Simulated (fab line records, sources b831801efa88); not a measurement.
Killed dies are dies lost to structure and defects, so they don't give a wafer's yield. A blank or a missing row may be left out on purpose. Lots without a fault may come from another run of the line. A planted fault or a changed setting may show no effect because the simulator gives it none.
fab line records | flow sky130 | part 1 of 2: steps 1 to 24 of 34
record lots=5 wafers=15 last_day=49
route steps=708 shown CAP2M@610 METAL4@621 VIA4@639
lots that met no fault: from a run of the same line without faults
start_h: hours from the record's first day to the start of the lot's first wafer shown | wait_h: hours since the lot's step before | " the same as in the row above | L1.1+2: a row that stands for several wafers | - no value, or no start given | * or withheld: withheld | < > ~ a bound
route shown NAME@n: a module of which the file shows steps, and the number in the route of the first | usual: mean/standard deviation of fault-free wafers | same: alike in all rows | chamber/n: place in a boat | sites: the reading at each site | _std_site: their standard deviation | _edge_site: outer sites' mean less inner sites' | radius_mm: how far each site lies from the wafer's centre | mask NAME#n: copy n | behind: the tool/chamber that last shaped the wafer | hold: why the lot was held/for how many hours/how that ended | device: the transistor (n, p or np) that didn't switch | end of line: the same wafers' tests at the end of the route | a step without rows: its recipe alone | killed: dies lost to structure and defects at the first sort, not the wafer's yield | map: a wafer's dies, x killed, . not, _ none there
set.NAME: the setting as run; set.NAME@STEP: as run at that earlier step | model.NAME: the simulator's own value behind a step, which no gauge read
lots at some steps of the route; a table a step, a row a wafer
services: from which hour (start_h, from the record's first day; less than 0 if before it) a tool's chamber was out of use, for how many hours, and why
## steps
# step SKY_CAP2M_COAT_07
# recipe resist=NOVOLAK spin_rpm=3000 resist_thk_nm=1140
# usual dispense_pressure_kPa=54/3.3 exhaust_pa=45.1/0.92
# columns lot.wafer tool chamber start_h wait_h dispense_pressure_kPa exhaust_pa
L077.1 litho_track-02 0 961.05 0.1 53 44.4
L077.3 " 0 " " 53 45.1
L077.6 " 0 " " 53 46.4
L081.2 litho_track-02 0 1003.42 0.1 53 45.1
L081.3 " 0 " " 53 45.6
L081.4 " 0 " " 53 44.7
L084.2 litho_track-02 0 1007.47 0.1 53 46.7
L084.3 " 0 " " 53 44.7
L084.5 " 0 " " 53 46.3
L089.3 litho_track-01 0 1044.98 0.1 58 44.4
L089.5 " 0 " " 58 44.3
L089.6 " 0 " " 58 44.6
L091.4 litho_track-02 0 1057.47 0.1 53 44.4
L091.5 " 0 " " 53 45.3
L091.6 " 0 " " 53 43.8
# step SKY_CAP2M_SOFTBAKE_08
# recipe temp_c=90 time_s=60 resist=NOVOLAK
# usual exhaust_pa=44.9/0.91
# columns lot.wafer tool chamber start_h wait_h exhaust_pa
L077.1 litho_track-02 0 961.20 0.1 44.0
L077.3 " 0 " " 44.7
L077.6 " 0 " " 44.9
L081.2 litho_track-02 0 1003.57 0.1 45.5
L081.3 " 0 " " 44.4
L081.4 " 0 " " 45.9
L084.2 litho_track-02 0 1007.62 0.1 45.2
L084.3 " 0 " " 46.2
L084.5 " 0 " " 45.1
L089.3 litho_track-01 0 1045.13 0.1 44.3
L089.5 " 0 " " 44.1
L089.6 " 0 " " 44.8
L091.4 litho_track-02 0 1057.62 0.1 43.9
L091.5 " 0 " " 42.4
L091.6 " 0 " " 44.7
# step SKY_CAP2M_EXPOSE_09
# recipe mask_id=CAP2M na=0.6 source_shape=conventional sigma_outer=0.6 polarization=unpolarized target_cd_nm=1000 dose_mj=159
# columns lot.wafer tool chamber start_h wait_h mask
L077.1+3+6 iline_stepper-02 0 - - CAP2M#0
L081.2+3+4 iline_stepper-01 0 - - CAP2M#0
L084.2+3+5 iline_stepper-02 0 - - CAP2M#0
L089.3+5+6 iline_stepper-01 0 - - CAP2M#0
L091.4+5+6 iline_stepper-01 0 - - CAP2M#0
# step SKY_CAP2M_PEB_10
# recipe temp_c=withheld time_s=* resist=NOVOLAK
# usual exhaust_pa=45.1/0.93
# columns lot.wafer tool chamber start_h wait_h exhaust_pa
L077.1 litho_track-02 0 - - 44.7
L077.3 " 0 " " 45.4
L077.6 " 0 " " 45.1
L081.2 litho_track-03 0 - - 44.5
L081.3 " 0 " " 46.1
L081.4 " 0 " " 46.3
L084.2 litho_track-01 0 - - 43.3
L084.3 " 0 " " 44.6
L084.5 " 0 " " 44.8
L089.3 litho_track-01 0 - - 43.8
L089.5 " 0 " " 44.6
L089.6 " 0 " " 44.6
L091.4 litho_track-01 0 - - 44.4
L091.5 " 0 " " 44.5
L091.6 " 0 " " 45.5
# step SKY_CAP2M_DEVELOP_11
# recipe resist=NOVOLAK developer=TMAH develop_time_s=60 dev_temp_c=23
# usual exhaust_pa=44.9/0.83
# columns lot.wafer tool chamber start_h wait_h exhaust_pa
L077.1 litho_track-02 0 973.10 0.1 44.6
L077.3 " 0 " " 43.7
L077.6 " 0 " " 44.9
L081.2 litho_track-03 0 1014.91 0.1 45.1
L081.3 " 0 " " 46.1
L081.4 " 0 " " 45.4
L084.2 litho_track-01 0 1018.26 0.1 45.5
L084.3 " 0 " " 45.5
L084.5 " 0 " " 45.0
L089.3 litho_track-01 0 1056.13 0.1 45.5
L089.5 " 0 " " 45.4
L089.6 " 0 " " 45.6
L091.4 litho_track-01 0 1068.06 0.1 45.9
L091.5 " 0 " " 44.8
L091.6 " 0 " " 44.9
# step SKY_CAP2M_OVL_MEAS_12
# usual CAP2M_OVL=0.6/1.3
# columns lot.wafer tool chamber start_h wait_h CAP2M_OVL[nm]
L077.1 overlay-02 - 973.25 0.1 2.0
L077.3 " - " " 1.3
L077.6 " - " " 1.2
L081.2 overlay-01 - 1015.05 0.1 -0.2
L081.3 " - " " -1.2
L081.4 " - " " 0.1
L084.2 overlay-01 - 1018.39 0.1 -1.9
L084.3 " - " " -0.4
L084.5 " - " " -0.8
L089.3 overlay-01 - 1056.24 0.1 2.2
L089.5 " - " " 2.9
L089.6 " - " " 2.2
L091.4 overlay-01 - 1068.15 0.1 0.9
L091.5 " - " " 1.8
L091.6 " - " " 1.2
# step SKY_CAP2M_METAL_ETCH_13
# recipe target_depth_nm=220 stop_on=SiO2 chemistry=Cl2/BCl3 target=TiN pressure_mtorr=10 icp_w=900 bias_w=48.5 Cl2_flow_sccm=60 bcl3_flow_sccm=30 time_s=62.9
# usual chamber_pressure_mTorr=10.000/0.0096 drypump_motor_current_A=5.8/0.42 he_backside_leak_sccm=3.3/0.35 oes_product_au=0.939/0.0066 throttle_valve_pct=21.902/0.0086
# columns lot.wafer tool chamber start_h wait_h chamber_pressure_mTorr drypump_motor_current_A he_backside_leak_sccm oes_product_au rf_hours_counter_h throttle_valve_pct
L077.1 rie_metal-03 0 973.28 0.0 9.997 5.8 3.6 0.930 3 21.892
L077.3 " 1 " " 10.014 5.1 3.2 0.936 - 21.888
L077.6 " 1 " " 10.013 5.1 3.1 0.930 - 21.898
L081.2 rie_metal-03 0 1015.08 0.0 10.021 5.8 3.5 0.937 5 21.912
L081.3 " 1 " " 9.994 5.1 3.3 0.942 - 21.890
L081.4 " 0 " " 10.014 5.8 3.7 0.942 - 21.912
L084.2 rie_metal-04 0 1018.42 0.0 10.004 5.9 3.2 0.942 17 21.895
L084.3 " 1 " " 10.005 5.8 2.7 0.942 - 21.907
L084.5 " 1 " " 9.999 5.8 2.8 0.943 - 21.889
L089.3 rie_metal-03 1 1056.29 0.0 9.990 5.1 3.4 0.944 - 21.896
L089.5 " 1 " " 10.000 5.1 3.1 0.931 - 21.902
L089.6 " 0 " " 10.012 5.9 3.3 0.942 - 21.910
L091.4 rie_metal-03 0 1068.19 0.0 10.006 5.9 3.8 0.933 - 21.905
L091.5 " 0 " " 9.982 5.8 3.7 0.945 - 21.907
L091.6 " 1 " " 9.995 5.1 3.2 0.939 - 21.913
# step SKY_CAP2M_STRIP_14
# recipe chemistry=O2/N2 power_w=1400 pressure_mtorr=1500 platen_temp_c=withheld o2_flow_sccm=3000 n2_flow_sccm=300 overash_fraction=0.5
# usual chamber_pressure_mTorr=1499.7/1.6 drypump_motor_current_A=5.7/0.41 oes_product_au=0.710/0.0044 strip_time_to_endpoint_s=12.66/0.038
# columns lot.wafer tool chamber start_h wait_h chamber_pressure_mTorr drypump_motor_current_A oes_product_au rf_hours_counter_h strip_time_to_endpoint_s
L077.1 plasma_asher-03 1 973.36 0.1 1498.9 5.2 0.711 112 12.68
L077.3 " 1 " " 1499.0 5.2 0.709 - 12.65
L077.6 " 0 " " 1502.9 5.3 0.709 - 12.67
L081.2 plasma_asher-03 0 1015.15 0.1 1500.7 5.3 0.700 117 12.65
L081.3 " 1 " " 1498.5 5.2 0.713 - 12.63
L081.4 " 0 " " 1501.8 5.3 0.713 - 12.62
L084.2 plasma_asher-03 0 1018.50 0.1 1499.7 5.3 0.706 117 12.62
L084.3 " 1 " " 1500.1 5.2 0.711 - 12.61
L084.5 " 0 " " 1499.0 5.3 0.717 - 12.64
L089.3 plasma_asher-02 0 1056.38 0.1 1502.2 5.6 0.713 - 12.66
L089.5 " 1 " " 1496.5 6.4 0.707 - 12.71
L089.6 " 0 " " 1499.4 5.6 0.713 - 12.68
L091.4 plasma_asher-02 0 1068.28 0.1 1499.5 5.6 0.711 - 12.58
L091.5 " 1 " " 1497.1 6.4 0.704 - 12.62
L091.6 " 0 " " 1500.4 5.7 0.704 - 12.62
# step SKY_CAP2M_STRIP_15
# recipe chemistry=post_etch_residue_remover time_s=1200 temp_c=72.5
# columns lot.wafer tool chamber start_h wait_h
L077.1+3+6 wet_bench-04 3 973.46 0.1
L081.2+3+4 wet_bench-04 0 1015.25 0.1
L084.2+3+5 wet_bench-02 2 1018.60 0.1
L089.3+5+6 wet_bench-03 0 1056.45 0.0
L091.4+5+6 wet_bench-04 0 1068.35 0.0
# step SKY_CAP2M_CLEAN_16
# recipe chemistry=IPA time_s=180 temp_c=25
# columns lot.wafer tool chamber start_h wait_h
L077.1+3+6 wet_bench-02 2 973.83 0.0
L081.2+3+4 wet_bench-02 2 1015.63 0.0
L084.2+3+5 wet_bench-04 0 1018.94 0.0
L089.3+5+6 wet_bench-02 0 1056.82 0.0
L091.4+5+6 wet_bench-03 1 1068.72 0.0
# step SKY_CAP2M_CLEAN_17
# recipe chemistry=O3/DIW dry=n2_spin
# columns lot.wafer tool chamber start_h wait_h
L077.1+3+6 wet_bench-03 0 973.89 0.0
L081.2+3+4 wet_bench-02 3 1015.68 0.0
L084.2+3+5 wet_bench-03 3 1019.00 0.0
L089.3+5+6 wet_bench-03 0 1056.88 0.0
L091.4+5+6 wet_bench-02 1 1068.78 0.0
# step SKY_METAL4_DEHYDRATE_05
# recipe temp_c=200 time_s=60
# usual exhaust_pa=44.9/0.83
# columns lot.wafer tool chamber start_h wait_h exhaust_pa
L077.1 litho_track-04 0 985.00 11.0 45.1
L077.3 " 0 " " 44.6
L077.6 " 0 " " 44.7
L081.2 litho_track-04 0 1026.92 11.1 46.1
L081.3 " 0 " " 44.5
L081.4 " 0 " " 45.7
L084.2 litho_track-03 0 1030.11 11.0 43.9
L084.3 " 0 " " 44.5
L084.5 " 0 " " 44.0
L089.3 litho_track-04 0 1067.45 10.5 45.2
L089.5 " 0 " " 44.9
L089.6 " 0 " " 45.9
L091.4 litho_track-03 0 1079.01 10.1 44.4
L091.5 " 0 " " 44.5
L091.6 " 0 " " 45.5
# step SKY_METAL4_HMDS_06
# recipe prime_time_s=60 prime_temp_c=120
# usual exhaust_pa=45.1/0.78
# columns lot.wafer tool chamber start_h wait_h exhaust_pa
L077.1 litho_track-04 0 985.15 0.1 45.1
L077.3 " 0 " " 44.9
L077.6 " 0 " " 43.6
L081.2 litho_track-04 0 1027.07 0.1 44.2
L081.3 " 0 " " 45.9
L081.4 " 0 " " 45.3
L084.2 litho_track-03 0 1030.26 0.1 44.7
L084.3 " 0 " " 44.4
L084.5 " 0 " " 45.0
L089.3 litho_track-04 0 1067.60 0.1 45.2
L089.5 " 0 " " 42.9
L089.6 " 0 " " 45.1
L091.4 litho_track-03 0 1079.16 0.1 45.9
L091.5 " 0 " " 44.9
L091.6 " 0 " " 44.7
# step SKY_METAL4_COAT_07
# recipe resist=BARC temp_c=withheld time_s=withheld spin_rpm=3000 resist_thk_nm=60
# usual dispense_pressure_kPa=51.1/1.7 exhaust_pa=45.0/0.92
# columns lot.wafer tool chamber start_h wait_h dispense_pressure_kPa exhaust_pa
L077.1 litho_track-04 0 985.30 0.1 51.2 45.6
L077.3 " 0 " " 51.3 44.6
L077.6 " 0 " " 51.3 44.8
L081.2 litho_track-04 0 1027.22 0.1 51.3 46.1
L081.3 " 0 " " 51.2 46.4
L081.4 " 0 " " 51.3 43.9
L084.2 litho_track-03 0 1030.41 0.1 48.9 44.7
L084.3 " 0 " " 48.9 44.8
L084.5 " 0 " " 48.9 45.2
L089.3 litho_track-04 0 1067.75 0.1 51.3 44.1
L089.5 " 0 " " 51.2 44.6
L089.6 " 0 " " 51.3 44.5
L091.4 litho_track-03 0 1079.31 0.1 48.9 45.1
L091.5 " 0 " " 48.9 45.7
L091.6 " 0 " " 48.9 45.0
# step SKY_METAL4_COAT_08
# recipe resist=KrF-thick spin_rpm=3000 resist_thk_nm=1140
# usual dispense_pressure_kPa=51.1/1.7 exhaust_pa=45.0/0.95
# columns lot.wafer tool chamber start_h wait_h dispense_pressure_kPa exhaust_pa
L077.1 litho_track-04 0 - - 51.2 44.4
L077.3 " 0 " " 51.3 45.5
L077.6 " 0 " " 51.3 45.2
L081.2 litho_track-04 0 - - 51.3 43.8
L081.3 " 0 " " 51.3 44.9
L081.4 " 0 " " 51.3 44.6
L084.2 litho_track-03 0 - - 48.9 47.2
L084.3 " 0 " " 49.0 46.5
L084.5 " 0 " " 48.9 47.3
L089.3 litho_track-04 0 - - 51.3 43.3
L089.5 " 0 " " 51.2 44.9
L089.6 " 0 " " 51.3 44.5
L091.4 litho_track-03 0 - - 48.9 45.9
L091.5 " 0 " " 48.9 45.2
L091.6 " 0 " " 48.9 44.2
# step SKY_METAL4_SOFTBAKE_09
# recipe temp_c=100 time_s=90 resist=KrF-thick
# usual exhaust_pa=45.3/0.88
# columns lot.wafer tool chamber start_h wait_h exhaust_pa
L077.1 litho_track-04 0 - - 45.3
L077.3 " 0 " " 46.2
L077.6 " 0 " " 46.1
L081.2 litho_track-04 0 - - 44.2
L081.3 " 0 " " 43.9
L081.4 " 0 " " 43.1
L084.2 litho_track-03 0 - - 44.2
L084.3 " 0 " " 45.3
L084.5 " 0 " " 44.4
L089.3 litho_track-04 0 - - 44.5
L089.5 " 0 " " 44.3
L089.6 " 0 " " 45.1
L091.4 litho_track-03 0 - - 45.7
L091.5 " 0 " " 45.2
L091.6 " 0 " " 45.8
# step SKY_METAL4_EXPOSE_10
# recipe mask_id=MM4 na=0.68 source_shape=annular sigma_inner=0.4 sigma_outer=0.8 target_cd_nm=300 dose_mj=28
# columns lot.wafer tool chamber start_h wait_h mask
L077.1+3+6 krf_scanner-02 0 - - MM4#0
L081.2+3+4 krf_scanner-02 0 - - MM4#0
L084.2+3+5 krf_scanner-02 0 - - MM4#0
L089.3+5+6 krf_scanner-02 0 - - MM4#0
L091.4+5+6 krf_scanner-01 0 - - MM4#0
# step SKY_METAL4_PEB_11
# recipe peb_temp_c=withheld peb_time_s=withheld resist=KrF-thick
# usual exhaust_pa=45.1/0.91
# columns lot.wafer tool chamber start_h wait_h exhaust_pa
L077.1 litho_track-03 0 - - 44.5
L077.3 " 0 " " 44.6
L077.6 " 0 " " 44.9
L081.2 litho_track-03 0 - - 44.5
L081.3 " 0 " " 45.2
L081.4 " 0 " " 45.8
L084.2 litho_track-03 0 - - 44.3
L084.3 " 0 " " 42.4
L084.5 " 0 " " 43.6
L089.3 litho_track-04 0 - - 45.0
L089.5 " 0 " " 44.6
L089.6 " 0 " " 44.0
L091.4 litho_track-04 0 - - 45.0
L091.5 " 0 " " 44.4
L091.6 " 0 " " 45.2
# step SKY_METAL4_DEVELOP_12
# recipe develop_time_s=60 resist=KrF-thick dev_temp_c=21
# usual exhaust_pa=45.2/0.78
# columns lot.wafer tool chamber start_h wait_h exhaust_pa
L077.1 litho_track-03 0 - - 44.4
L077.3 " 0 " " 44.6
L077.6 " 0 " " 44.9
L081.2 litho_track-03 0 - - 45.1
L081.3 " 0 " " 44.6
L081.4 " 0 " " 44.2
L084.2 litho_track-03 0 - - 44.8
L084.3 " 0 " " 45.3
L084.5 " 0 " " 45.5
L089.3 litho_track-04 0 - - 44.7
L089.5 " 0 " " 46.0
L089.6 " 0 " " 44.0
L091.4 litho_track-04 0 - - 45.6
L091.5 " 0 " " 45.7
L091.6 " 0 " " 44.1
# step SKY_METAL4_CD_MEAS_13
# recipe target_cd_nm=300
# usual cd_nm=300.0/1.1
# columns lot.wafer tool chamber start_h wait_h cd_nm
L077.1 cd_sem-02 - 997.64 - 301.5
L077.3 " - " " 300.4
L077.6 " - " " 300.8
L081.2 cd_sem-01 - 1038.51 - 300.2
L081.3 " - " " 299.9
L081.4 " - " " 300.8
L084.2 cd_sem-02 - 1041.71 - 300.2
L084.3 " - " " 298.9
L084.5 " - " " 300.1
L089.3 cd_sem-02 - 1078.69 - 301.0
L089.5 " - " " 300.9
L089.6 " - " " 301.1
L091.4 cd_sem-01 - 1090.16 - 300.6
L091.5 " - " " 299.3
L091.6 " - " " 299.4
# step SKY_METAL4_OVL_MEAS_14
# usual METAL4_OVL=1/5.1
# columns lot.wafer tool chamber start_h wait_h METAL4_OVL[nm]
L077.1 overlay-02 - 997.76 0.1 2
L077.3 " - " " 4
L077.6 " - " " 6
L081.2 overlay-02 - 1038.62 0.1 4
L081.3 " - " " 1
L081.4 " - " " -3
L084.2 overlay-01 - 1041.82 0.1 -5
L084.3 " - " " -4
L084.5 " - " " -6
L089.3 overlay-01 - 1078.78 0.1 0
L089.5 " - " " -2
L089.6 " - " " -2
L091.4 overlay-02 - 1090.24 0.1 2
L091.5 " - " " 12
L091.6 " - " " 3
# step SKY_METAL4_DESCUM_15
# recipe chemistry=O2 source_power_w=150 bias_power_w=0 pressure_mtorr=10 temp_c=40 time_s=8
# usual chamber_pressure_mTorr=9.999/0.0087 drypump_motor_current_A=6.14/0.25 he_backside_leak_sccm=3.27/0.19 oes_product_au=0.999/0.0075
# columns lot.wafer tool chamber start_h wait_h chamber_pressure_mTorr drypump_motor_current_A he_backside_leak_sccm oes_product_au rf_hours_counter_h
L077.1 rie_metal-02 1 997.80 0.0 9.995 6.25 3.41 1.009 5
L077.3 " 0 " " 10.008 6.04 2.79 0.993 -
L077.6 " 1 " " 10.004 6.28 3.36 0.996 -
L081.2 rie_metal-02 1 1038.65 0.0 10.007 6.25 3.55 1.001 8
L081.3 " 1 " " 10.001 6.25 3.50 0.999 -
L081.4 " 0 " " 9.985 6.06 3.41 0.986 -
L084.2 rie_metal-02 0 1041.85 0.0 10.005 6.06 2.86 0.999 25
L084.3 " 1 " " 9.999 6.26 3.36 0.999 -
L084.5 " 1 " " 9.989 6.26 3.47 0.996 -
L089.3 rie_metal-04 0 1078.81 0.0 10.004 5.87 3.12 1.005 -
L089.5 " 0 " " 10.003 5.86 3.17 1.000 -
L089.6 " 1 " " 9.988 5.78 3.14 1.009 -
L091.4 rie_metal-04 0 1090.26 0.0 10.009 5.84 3.11 1.005 -
L091.5 " 0 " " 10.000 5.83 3.09 1.009 -
L091.6 " 1 " " 9.998 5.78 2.81 1.002 -
# step SKY_METAL4_ETCH_16
# recipe chemistry=N2/H2 target=BARC ion_energy_ev=200 bias_w=100 pressure_mtorr=30 n2_flow_sccm=100 h2_flow_sccm=200 icp_w=500 stop_on=SiO2 time_s=88.2 target_depth_a=600
# usual chamber_pressure_mTorr=29.999/0.025 drypump_motor_current_A=6.15/0.25 he_backside_leak_sccm=3.3/0.31 oes_product_au=0.625/0.0045 throttle_valve_pct=13.205/0.0097
# columns lot.wafer tool chamber start_h wait_h chamber_pressure_mTorr drypump_motor_current_A he_backside_leak_sccm oes_product_au rf_hours_counter_h throttle_valve_pct
L077.1 rie_metal-02 1 997.83 0.0 29.982 6.24 3.5 0.630 5 13.219
L077.3 " 0 " " 30.007 6.10 3.0 0.620 - 13.194
L077.6 " 1 " " 30.013 6.25 3.4 0.635 - 13.203
L081.2 rie_metal-02 1 1038.68 0.0 30.001 6.25 3.2 0.619 8 13.208
L081.3 " 1 " " 30.021 6.26 3.5 0.627 - 13.202
L081.4 " 0 " " 29.950 6.09 3.1 0.628 - 13.198
L084.2 rie_metal-02 0 1041.88 0.0 30.003 6.07 3.2 0.627 25 13.209
L084.3 " 1 " " 29.975 6.23 3.4 0.627 - 13.204
L084.5 " 1 " " 30.042 6.24 3.5 0.624 - 13.195
L089.3 rie_metal-04 0 1078.87 0.0 30.005 5.88 3.0 0.625 - 13.206
L089.5 " 0 " " 30.005 5.89 3.1 0.633 - 13.202
L089.6 " 1 " " 30.015 5.79 3.2 0.622 - 13.200
L091.4 rie_metal-04 0 1090.32 0.0 29.983 5.89 3.0 0.625 - 13.224
L091.5 " 0 " " 30.005 5.86 3.1 0.628 - 13.202
L091.6 " 1 " " 30.006 5.80 3.2 0.635 - 13.211
# step SKY_METAL4_ETCH_17
# recipe target=SiO2 stop_on=TiN chemistry=C4F8/O2/Ar source_w=1500 bias_w=1200 pressure_mtorr=40 c4f8_flow_sccm=withheld O2_flow_sccm=6 Ar_flow_sccm=300 time_s=3.9 target_depth_a=150
# usual chamber_pressure_mTorr=40.00/0.041 oes_product_au=0.754/0.0068
# columns lot.wafer tool chamber start_h wait_h chamber_pressure_mTorr oes_product_au rf_hours_counter_h
L077.1 rie_diel-01 3 997.93 0.1 39.99 0.766 4
L077.3 " 1 " " 40.01 0.756 11
L077.6 " 2 " " 39.94 0.765 -
L081.2 rie_diel-02 0 1038.78 0.1 39.96 0.738 7
L081.3 " 3 " " 40.03 0.751 14
L081.4 " 2 " " 40.07 0.751 16
L084.2 rie_diel-03 0 1041.98 0.1 39.96 0.745 18
L084.3 " 1 " " 40.02 0.753 14
L084.5 " 0 " " 39.95 0.758 -
L089.3 rie_diel-02 3 1078.93 0.0 39.92 0.735 15
L089.5 " 2 " " 39.97 0.754 -
L089.6 " 1 " " 40.03 0.754 -
L091.4 rie_diel-03 2 1090.38 0.0 40.02 0.752 3
L091.5 " 3 " " 39.98 0.755 -
L091.6 " 0 " " 40.02 0.754 -
